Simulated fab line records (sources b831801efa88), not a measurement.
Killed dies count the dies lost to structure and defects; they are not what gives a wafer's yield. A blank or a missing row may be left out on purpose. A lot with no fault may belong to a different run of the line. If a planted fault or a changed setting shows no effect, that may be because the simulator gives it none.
Matching of chambers    flow gf180mcu    4 sister chambers for GF_PASSIVATION_ETCH_11 on rie_diel-03
The step etches the open film in CF4/O2, stops on TiN, target depth 2040 nm, time 453.3 s. 4 wafers are shown with their chamber, then 8 later ones without.

WAFERS PAIRED WITH THEIR CHAMBERS
wafer   chamber  drypump_motor_current_A (A)
L653.1  2        5.4
L653.2  3        6.3
L653.6  1        5.1
L654.1  0        5.8

WAFERS WHOSE CHAMBER IS MISSING
wafer   drypump_motor_current_A (A)
L654.3  5.4
L654.6  6.3
L655.2  5.1
L655.3  5.8
L655.5  6.3
L657.2  5.4
L657.4  5.8
L657.6  6.2

CHAMBER TAKEN BY EACH
wafer   from the rows above  in truth
L654.3  2                    2
L654.6  3                    3
L655.2  1                    1
L655.3  0                    0
L655.5  3                    3
L657.2  2                    2
L657.4  0                    0
L657.6  3                    3
Placed correctly: 8 of 8. Can't be placed from these rows: 0. 0 placed wrongly.
How it was worked out, from the rows above alone: a wafer's distance from a chamber is the root of the sum, over the readings, of the square of ((its reading less the chamber's mean) divided by the reading's scatter). If the next closest chamber is less than 2 further off than the closest, the wafer can't be placed; otherwise it belongs to the closest. Each chamber's mean is taken over the wafers shown for it. The scatter (one wafer shown for each chamber): square how far every hidden wafer sits from the nearest shown wafer, average those squares and take the square root.
